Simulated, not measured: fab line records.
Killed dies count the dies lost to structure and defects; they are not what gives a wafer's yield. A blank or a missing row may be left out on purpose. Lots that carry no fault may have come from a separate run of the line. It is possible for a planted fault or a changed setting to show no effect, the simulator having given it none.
fab line records    flow sky130
record lots=11  wafers=33  last_day=51
route steps=708 shown SONOS_ONO@185 GATE_OXIDE@201 POLY_GATE@232 PAD_OPEN@708
lots that met no fault: from a run of the same line without faults
start_h: hours from the record's first day to the start of the lot's first wafer shown    wait_h: how many hours have passed since the lot's step before this one    " identical to the entry in the row above    L1.1+2: one row covering several wafers at once    - no value present, or no start provided    * or withheld: withheld    < > ~ a bound
route shown NAME@n: a module of which the file shows steps, and the number in the route of the first    usual: mean and standard deviation over wafers with no fault    same: alike in all rows    chamber/n: place in a boat    sites: the reading at each site    _std_site: the standard deviation of these    _edge_site: inner sites' mean taken away from outer sites' mean    radius_mm: for every site, how far away it sits from the centre of the wafer    mask NAME#n: copy n    behind: tool/chamber where the wafer was last shaped    hold: why the lot went on hold/how many hours it stayed there/how the hold came to an end    device: names the non-switching transistor (n, p or np)    end of line: the route-end tests of the same wafers    where a step has no rows: the recipe by itself    killed: not the wafer's yield, but the dies lost to structure and defects at the first sort    map: shows each die of a wafer: x if killed, . if not, _ if none is there
set.NAME: setting as actually run; set.NAME@STEP: the setting as run at that earlier step    model.NAME: the simulator's own value behind a step, which no gauge read
a sample of lots followed through the steps of the route, with each step as a table and each wafer as a row
services: the hour from which a tool's chamber was out of use, counted from the record's first day as start_h (under 0 if before that day), plus the number of hours and why
## steps
# step SKY_SONOS_ONO_STRIP_17
# recipe chemistry=O2/N2  power_w=1400  pressure_mtorr=1500  platen_temp_c=withheld  o2_flow_sccm=3000  n2_flow_sccm=300  overash_fraction=0.5
# usual drypump_motor_current_A=5.6/0.34  oes_product_au=0.711/0.005  strip_time_to_endpoint_s=14.09/0.041
lot.wafer  tool             chamber  start_h  wait_h  drypump_motor_current_A  oes_product_au  rf_hours_counter_h  strip_time_to_endpoint_s
L299.1     plasma_asher-01  0        296.73   0.0     5.2                      0.708           63                  14.09
L299.3     "                0        "        "       5.2                      0.717           -                   14.12
L299.4     "                1        "        "       5.7                      0.705           -                   14.04
L301.1     plasma_asher-01  0        312.01   0.0     5.2                      0.713           64                  14.12
L301.2     "                1        "        "       5.7                      0.709           64                  14.16
L301.6     "                0        "        "       5.1                      0.712           -                   14.13
L303.4     plasma_asher-03  0        329.16   0.0     5.3                      0.714           -                   14.10
L303.5     "                0        "        "       5.3                      0.707           -                   14.08
L303.6     "                1        "        "       5.2                      0.708           -                   14.07
L304.3     plasma_asher-03  0        335.41   0.0     5.3                      0.714           -                   14.03
L304.5     "                1        "        "       5.2                      0.708           -                   14.04
L304.6     "                0        "        "       5.3                      0.699           -                   14.07
L308.2     plasma_asher-02  1        369.14   0.0     6.1                      0.708           56                  14.06
L308.3     "                0        "        "       5.6                      0.714           -                   14.12
L308.6     "                1        "        "       6.1                      0.713           -                   14.10
L311.1     plasma_asher-02  1        396.18   0.0     6.1                      0.703           59                  14.10
L311.2     "                0        "        "       5.6                      0.701           59                  14.11
L311.5     "                0        "        "       5.6                      0.697           -                   14.18
L313.2     plasma_asher-01  0        413.17   0.0     5.2                      0.709           74                  14.07
L313.3     "                1        "        "       5.8                      0.710           -                   14.07
L313.6     "                0        "        "       5.2                      0.715           -                   14.08
L314.2     plasma_asher-02  0        423.28   0.0     5.6                      0.715           62                  14.08
L314.4     "                1        "        "       6.1                      0.710           -                   14.16
L314.5     "                1        "        "       6.1                      0.710           -                   14.10
L315.1     plasma_asher-02  0        428.04   0.0     5.6                      0.708           62                  14.08
L315.2     "                1        "        "       6.1                      0.713           62                  14.03
L315.5     "                0        "        "       5.7                      0.707           -                   14.04
L316.3     plasma_asher-01  1        430.62   0.0     5.8                      0.718           -                   14.12
L316.4     "                0        "        "       5.2                      0.713           -                   14.11
L316.5     "                1        "        "       5.8                      0.707           -                   14.11
L320.3     plasma_asher-01  0        468.66   0.0     5.2                      0.709           -                   14.13
L320.5     "                1        "        "       5.8                      0.709           -                   14.15
L320.6     "                0        "        "       5.2                      0.708           -                   14.11
# step SKY_GATE_OXIDE_TW_MEAS_14
# usual GATE_OXIDE_TW=223.5/2.4
lot.wafer  tool           chamber  start_h  wait_h  GATE_OXIDE_TW
L299.1     film_metro-03  -        326.46   0.1     224.0
L299.3     "              -        "        "       224.9
L299.4     "              -        "        "       224.4
L301.1     film_metro-01  -        342.54   0.1     221.1
L301.2     "              -        "        "       220.9
L301.6     "              -        "        "       219.9
L303.4     film_metro-01  -        360.89   0.1     221.3
L303.5     "              -        "        "       220.5
L303.6     "              -        "        "       219.8
L304.3     film_metro-01  -        365.66   0.1     220.8
L304.5     "              -        "        "       222.5
L304.6     "              -        "        "       220.5
L308.2     film_metro-01  -        400.06   0.1     220.7
L308.3     "              -        "        "       220.2
L308.6     "              -        "        "       221.5
L311.1     film_metro-02  -        428.29   0.1     223.5
L311.2     "              -        "        "       224.7
L311.5     "              -        "        "       226.1
L313.2     film_metro-03  -        447.29   0.1     224.5
L313.3     "              -        "        "       225.6
L313.6     "              -        "        "       225.6
L314.2     film_metro-03  -        457.72   0.1     224.9
L314.4     "              -        "        "       224.4
L314.5     "              -        "        "       224.1
L315.1     film_metro-02  -        461.35   0.1     227.3
L315.2     "              -        "        "       226.6
L315.5     "              -        "        "       227.4
L316.3     film_metro-02  -        466.42   0.1     227.1
L316.4     "              -        "        "       226.9
L316.5     "              -        "        "       227.5
L320.3     film_metro-02  -        503.07   0.1     224.6
L320.5     "              -        "        "       225.0
L320.6     "              -        "        "       225.3
# step SKY_POLY_GATE_STRIP_18
# recipe chemistry=O2/N2  power_w=1400  pressure_mtorr=1500  platen_temp_c=withheld  o2_flow_sccm=3000  n2_flow_sccm=300  overash_fraction=0.5
# usual drypump_motor_current_A=5.5/0.37  oes_product_au=0.360/0.0043  strip_time_to_endpoint_s=3.16/0.032
lot.wafer  tool             chamber  start_h  wait_h  drypump_motor_current_A  oes_product_au  rf_hours_counter_h  strip_time_to_endpoint_s
L299.1     plasma_asher-04  0        396.24   0.0     5.6                      0.358           68                  3.10
L299.3     "                1        "        "       6.3                      0.361           -                   3.13
L299.4     "                0        "        "       5.6                      0.352           -                   3.11
L301.1     plasma_asher-03  1        406.99   0.0     5.2                      0.365           28                  3.18
L301.2     "                0        "        "       5.3                      0.363           28                  3.14
L301.6     "                0        "        "       5.3                      0.359           -                   3.14
L303.4     plasma_asher-04  0        423.49   0.1     5.6                      0.363           -                   3.15
L303.5     "                1        "        "       6.3                      0.356           -                   3.16
L303.6     "                0        "        "       5.6                      0.359           -                   3.13
L304.3     plasma_asher-03  0        431.74   0.1     5.3                      0.366           -                   3.20
L304.5     "                1        "        "       5.2                      0.363           -                   3.19
L304.6     "                0        "        "       5.3                      0.358           -                   3.16
L308.2     plasma_asher-04  1        469.04   0.0     6.3                      0.364           75                  3.12
L308.3     "                1        "        "       6.3                      0.352           -                   3.18
L308.6     "                1        "        "       6.3                      0.364           -                   3.18
L311.1     plasma_asher-03  0        496.64   0.0     5.3                      0.362           37                  3.20
L311.2     "                1        "        "       5.2                      0.368           37                  3.19
L311.5     "                1        "        "       5.2                      0.367           -                   3.25
L313.2     plasma_asher-03  1        514.24   0.0     5.3                      0.355           38                  3.14
L313.3     "                1        "        "       5.2                      0.367           -                   3.15
L313.6     "                1        "        "       5.2                      0.360           -                   3.16
L314.2     plasma_asher-03  1        530.33   0.0     5.2                      0.364           40                  3.08
L314.4     "                0        "        "       5.3                      0.363           -                   3.14
L314.5     "                1        "        "       5.2                      0.369           -                   3.14
L315.1     plasma_asher-02  0        532.39   0.0     5.6                      0.365           73                  3.17
L315.2     "                1        "        "       6.1                      0.359           73                  3.12
L315.5     "                0        "        "       5.6                      0.349           -                   3.13
L316.3     plasma_asher-02  1        536.13   0.1     6.1                      0.350           -                   3.11
L316.4     "                0        "        "       5.7                      0.369           -                   3.14
L316.5     "                0        "        "       5.6                      0.359           -                   3.14
L320.3     plasma_asher-04  0        569.64   0.1     5.6                      0.354           -                   3.21
L320.5     "                1        "        "       6.3                      0.356           -                   3.16
L320.6     "                0        "        "       5.6                      0.352           -                   3.17
# step SKY_POLY_GATE_OXIDATION_20
# recipe temp_c=850  ambient=O2  stabilise_s=600  purge_s=300  target_thk_a=40  ox_time_s=899
# usual spike_tc_bottom_C=867.6/1.8  spike_tc_centre_C=850.7/1.2  spike_tc_lower_C=851.6/0.97  spike_tc_top_C=858.7/2.5  spike_tc_upper_C=849.9/1.2  tube_center_temp_C=850/0.077  tube_center_temp_C_max=852.2/0.35
lot.wafer  tool        chamber  start_h  wait_h  spike_tc_bottom_C  spike_tc_centre_C  spike_tc_lower_C  spike_tc_top_C  spike_tc_upper_C  tube_center_temp_C  tube_center_temp_C_max
L299.1     furnace-02  0        396.63   0.2     868.3              850.2              850.9             857.1           849.6             849.87              852.4
L299.3     "           0        "        "       871.1              850.2              852.4             859.3           847.9             850.01              851.7
L299.4     "           0        "        "       868.2              851.7              851.1             857.0           849.6             849.92              851.6
L301.1     furnace-02  0        409.66   2.5     869.1              849.8              850.7             858.7           849.6             850.11              852.6
L301.2     "           0        "        "       868.9              849.7              850.2             858.4           849.0             849.92              852.3
L301.6     "           0        "        "       870.9              849.9              850.7             858.8           850.0             849.85              852.0
L303.4     furnace-02  0        424.74   1.1     886.1              869.3              869.5             875.6           868.3             868.56              870.2
L303.5     "           0        "        "       887.0              867.5              870.0             873.4           864.6             868.59              870.9
L303.6     "           0        "        "       886.8              867.9              871.4             874.4           866.7             868.62              871.2
L304.3     furnace-02  0        434.66   2.8     888.9              870.3              869.8             874.0           867.3             868.63              871.3
L304.5     "           0        "        "       887.0              867.1              870.0             875.2           869.4             868.53              870.9
L304.6     "           0        "        "       886.9              869.0              871.1             878.4           867.6             868.6               871.0
L308.2     furnace-01  0        470.99   1.8     866.7              850.6              852.1             863.3           851.6             849.92              852.3
L308.3     "           0        "        "       864.4              851.2              851.1             860.9           851.3             850.04              852.2
L308.6     "           0        "        "       863.4              850.2              851.1             862.6           852.5             849.97              852.2
L311.1     furnace-01  0        496.79   0.0     866.4              852.3              852.9             861.4           850.1             850.15              852.2
L311.2     "           0        "        "       864.9              851.4              852.4             860.4           851.1             850.03              852.2
L311.5     "           0        "        "       865.4              851.3              851.3             862.6           850.4             849.94              852.0
L313.2     furnace-01  0        514.44   0.0     866.3              851.1              853.4             861.4           852.5             850.09              852.1
L313.3     "           0        "        "       865.9              851.2              852.9             862.1           850.3             849.99              852.2
L313.6     "           0        "        "       865.9              851.7              852.3             862.1           850.3             850.13              851.9
L314.2     furnace-01  0        530.48   0.0     865.7              852.1              852.0             862.1           853.8             849.96              851.9
L314.4     "           0        "        "       867.4              851.3              851.8             860.2           851.3             850.08              852.1
L314.5     "           0        "        "       863.8              850.2              851.4             862.2           851.6             849.9               851.7
L315.1     furnace-02  0        532.55   0.0     867.6              850.0              852.3             856.6           848.8             850.03              851.9
L315.2     "           0        "        "       869.8              851.0              851.6             857.4           848.2             850.14              851.7
L315.5     "           0        "        "       869.2              851.3              851.9             857.6           848.6             849.95              851.6
L316.3     furnace-02  0        536.24   0.0     868.8              848.8              853.2             857.9           848.8             850.02              851.9
L316.4     "           0        "        "       867.0              849.6              853.1             855.4           849.4             849.95              852.2
L316.5     "           0        "        "       869.5              850.5              851.2             855.7           849.3             849.97              852.1
L320.3     furnace-02  0        570.55   0.8     869.5              851.3              852.1             857.0           850.4             850.08              852.5
L320.5     "           0        "        "       867.1              850.2              851.9             854.3           848.6             849.96              852.0
L320.6     "           0        "        "       868.2              849.8              849.7             857.5           849.4             849.91              853.0
# step SKY_POLY_GATE_THK_MEAS_21
# recipe reads=SiO2_of_POLY_GATE_OXIDATION_20
# usual POLY_GATE_OXIDATION_THK=3.99/0.066
lot.wafer  tool           chamber  start_h  wait_h  POLY_GATE_OXIDATION_THK[nm]
L299.1     film_metro-03  -        397.88   0.0     4.04
L299.3     "              -        "        "       4.02
L299.4     "              -        "        "       4.08
L301.1     film_metro-04  -        410.91   0.0     4.02
L301.2     "              -        "        "       4.04
L301.6     "              -        "        "       3.96
L303.4     film_metro-03  -        426.02   0.0     4.90
L303.5     "              -        "        "       5.03
L303.6     "              -        "        "       4.92
L304.3     film_metro-04  -        435.93   0.0     5.08
L304.5     "              -        "        "       4.99
L304.6     "              -        "        "       5.09
L308.2     film_metro-03  -        472.25   0.0     3.99
L308.3     "              -        "        "       4.02
L308.6     "              -        "        "       4.09
L311.1     film_metro-04  -        498.04   0.0     3.86
L311.2     "              -        "        "       4.01
L311.5     "              -        "        "       4.00
L313.2     film_metro-04  -        515.70   0.0     3.92
L313.3     "              -        "        "       3.90
L313.6     "              -        "        "       4.03
L314.2     film_metro-03  -        531.74   0.0     3.92
L314.4     "              -        "        "       3.86
L314.5     "              -        "        "       4.00
L315.1     film_metro-04  -        533.80   0.0     4.01
L315.2     "              -        "        "       3.96
L315.5     "              -        "        "       4.05
L316.3     film_metro-01  -        537.51   0.0     4.04
L316.4     "              -        "        "       4.00
L316.5     "              -        "        "       3.98
L320.3     film_metro-03  -        571.82   0.0     3.99
L320.5     "              -        "        "       3.93
L320.6     "              -        "        "       4.03
# step SKY_PAD_OPEN_PROBE_99
# usual killed_at_M0_to_M3=43/7.3  killed_at_M4_up=3.4/2.1  killed_at_contacts=24/5.9  killed_at_front_end=14/4  killed_at_other=0.3/0.54  killed_dies=85/10  killed_open=46/7.7  killed_short=38/6
# same gross_dies=492  killed_at_back_side=0
lot.wafer  tool       chamber  start_h  wait_h  killed_at_M0_to_M3  killed_at_M4_up  killed_at_contacts  killed_at_front_end  killed_at_other  killed_dies  killed_open  killed_short
L313.2     prober-01  -        1183.99  0.1     52                  7                23                  22                   0                104          54           49
L313.3     prober-01  -        1184.04  0.2     44                  3                19                  16                   0                82           36           45
L313.6     prober-01  -        1184.19  0.2     41                  5                34                  14                   0                94           53           41
L315.1     prober-01  -        1196.65  0.1     49                  3                28                  7                    1                88           50           37
L315.2     prober-01  -        1196.70  0.1     31                  2                34                  15                   0                82           49           33
L315.5     prober-01  -        1196.85  0.2     40                  3                37                  14                   1                95           56           39
L320.3     prober-02  -        1213.73  0.2     57                  10               27                  16                   0                110          63           47
L320.5     prober-02  -        1213.83  0.2     50                  5                20                  12                   0                87           43           44
L320.6     prober-02  -        1213.88  0.2     34                  3                18                  17                   1                73           34           39
# killed by level:class
L313.2 METAL2:geometric_particle:short=10 VIA3:geometric_particle:open=9 FIELD_ISO:geometric_particle:short=8 LI_CONTACT:geometric_particle:open=7 CONTACT:geometric_particle:open=7 VIA1:geometric_particle:open=6 VIA1:geometric_particle:short=5 METAL2:geometric_particle:open=5
L313.3 VIA1:geometric_particle:open=12 CONTACT:geometric_particle:short=6 CONTACT:geometric_particle:open=6 METAL1:geometric_particle:short=6 METAL3:geometric_particle:short=5 FIELD_ISO:geometric_particle:open=4 METAL2:geometric_particle:short=4 POLY_GATE:geometric_particle:short=4
L313.6 VIA1:geometric_particle:open=13 CONTACT:geometric_particle:open=12 CONTACT:geometric_particle:short=9 LI_CONTACT:geometric_particle:open=6 METAL1:geometric_particle:short=6 VIA3:geometric_particle:open=6 METAL4:geometric_particle:short=5 FIELD_ISO:geometric_particle:open=4
L315.1 VIA1:geometric_particle:open=15 CONTACT:geometric_particle:open=15 VIA2:geometric_particle:open=7 VIA3:geometric_particle:open=7 METAL1:geometric_particle:short=5 POLY_GATE:geometric_particle:short=4 LI_CONTACT:geometric_particle:open=4 LOCAL_INTERCONNECT:geometric_particle:short=4
L315.2 CONTACT:geometric_particle:open=14 VIA1:geometric_particle:open=8 CONTACT:geometric_particle:short=7 LI_CONTACT:geometric_particle:open=6 VIA3:geometric_particle:open=6 POLY_GATE:geometric_particle:open=5 LOCAL_INTERCONNECT:geometric_particle:short=5 METAL2:geometric_particle:short=4
L315.5 CONTACT:geometric_particle:open=14 LI_CONTACT:geometric_particle:open=13 VIA1:geometric_particle:open=9 METAL1:geometric_particle:short=7 VIA2:geometric_particle:open=5 FIELD_ISO:geometric_particle:short=4 LOCAL_INTERCONNECT:geometric_particle:short=4 METAL2:geometric_particle:short=4
L320.3 CONTACT:geometric_particle:open=15 VIA2:geometric_particle:open=11 VIA1:geometric_particle:open=10 METAL1:geometric_particle:short=9 METAL4:geometric_particle:short=8 VIA3:geometric_particle:open=7 POLY_GATE:geometric_particle:short=5 VIA1:geometric_particle:short=5
L320.5 METAL1:geometric_particle:short=9 VIA1:geometric_particle:open=8 LI_CONTACT:geometric_particle:open=7 METAL2:geometric_particle:short=7 VIA3:geometric_particle:open=7 CONTACT:geometric_particle:open=5 VIA2:geometric_particle:open=4 METAL3:geometric_particle:short=4
L320.6 VIA1:geometric_particle:open=9 CONTACT:geometric_particle:open=8 FIELD_ISO:geometric_particle:short=6 METAL1:geometric_particle:short=6 VIA2:geometric_particle:short=5 POLY_GATE:geometric_particle:open=4 CONTACT:geometric_particle:short=4 VIA3:geometric_particle:open=4
## services
tool             chamber  start_h  hours  kind
plasma_asher-03  -        293.40   2.7    repair
furnace-01       -        298.36   4.1    pm
plasma_asher-02  -        304.74   2.6    repair
furnace-01       -        312.75   2.9    pm
plasma_asher-02  -        316.02   5.2    pm
plasma_asher-01  -        331.24   0.4    repair
plasma_asher-02  -        333.80   3.8    repair
plasma_asher-03  -        340.07   2.8    repair
furnace-02       -        343.38   4.2    pm
plasma_asher-01  -        354.31   7.2    repair
furnace-02       -        404.32   2.7    pm
plasma_asher-01  -        421.25   9.0    pm
plasma_asher-01  0        421.25   9.0    vent_cycle
plasma_asher-01  1        421.25   9.0    vent_cycle
plasma_asher-01  0        430.25   -      clean
plasma_asher-01  1        430.25   -      clean
furnace-01       -        445.16   18.8   pm
plasma_asher-01  -        460.18   0.7    repair
furnace-01       -        480.29   3.6    pm
furnace-02       -        510.02   3.2    pm
plasma_asher-03  -        568.59   2.1    repair
## key
first_sign step=SKY_POLY_GATE_OXIDATION_20  reading=tube_center_temp_C  direction=up  sigmas=99+  usual=*  struck=*
effect step=SKY_POLY_GATE_OXIDATION_20  reading=tube_center_temp_C_max  direction=up  sigmas=54  usual=*  struck=*
effect step=SKY_POLY_GATE_THK_MEAS_21  reading=POLY_GATE_OXIDATION_THK  direction=up  sigmas=15  usual=3.99  struck=5.00
met_at SKY_POLY_GATE_OXIDATION_20
struck_lots L303,L304
tester_left_out L303,L304
not_acting_at SKY_SONOS_ONO_STRIP_17,SKY_GATE_OXIDE_TW_MEAS_14,SKY_POLY_GATE_STRIP_18
onset_between 409.66 424.74
fault kind=process_parameter_drift  tool=furnace-02  chamber=-  onset_h=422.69  steps=SKY_POLY_GATE_OXIDATION_20  channel=temp_c  offset=*  shape=step  end_h=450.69  acts_in=*  stated=*
# tester_left_out: of these lots the tester's yield and bins aren't shown, on N5 and GAA mostly nor the transistor test; their killed dies are dies lost to structure and defects alone, not to doping, threshold or leakage, so they don't give the yield
